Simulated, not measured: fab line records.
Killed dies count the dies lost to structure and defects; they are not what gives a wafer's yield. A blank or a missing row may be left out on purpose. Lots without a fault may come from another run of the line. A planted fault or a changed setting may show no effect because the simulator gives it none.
Which tool is to blame? | flow gf180mcu | 6 lots (18 wafers sampled), 1 step of a 602-step route

== WHAT EACH GAUGE READ, for each wafer ==
GF_MIM_THK_MEAS_11: measures by xrf.
lot  | measured     | on           | MIM_ALCU_THK (nm)
L190 | day 25 15:29 | filmMetro-01 | 194.7 199.7 196.2
L192 | day 26 05:58 | filmMetro-01 | 199.3 202.2 202.8
L198 | day 28 06:28 | filmMetro-02 | 197.5 194.6 194.5
L201 | day 28 22:41 | filmMetro-01 | 204.6 204.9 206.1
L208 | day 31 00:27 | filmMetro-01 | 198.4 196.3 199.8
L210 | day 31 14:47 | filmMetro-01 | 207.3 201.2 205.6

== TOOL THAT RAN EACH LOT (tool first, then ch and the chambers of the sampled wafers, then the start) ==
Record: no process step prior to these readings.

== THE ANSWER, worked out from the rows above alone ==
Rule: the lots themselves supply what counts as usual. Put in order of their means at a reading, lots are off if they are a third of the lots or fewer, leave a main group of 4 or more, and stand apart from it by a gap of 3 or more times the standard deviation of the main group's means; of several such gaps the widest counts. The tables above print the reading to a certain number of digits; a main group whose means all agree to those digits is not used. A lot without any number at a reading at which 4 lots or more have one is off too. All remaining lots with rows at the step are treated as sound.
No lot is off on any of the readings shown, so nothing can be concluded from this.

== WHAT THE SIMULATOR PUT IN ==
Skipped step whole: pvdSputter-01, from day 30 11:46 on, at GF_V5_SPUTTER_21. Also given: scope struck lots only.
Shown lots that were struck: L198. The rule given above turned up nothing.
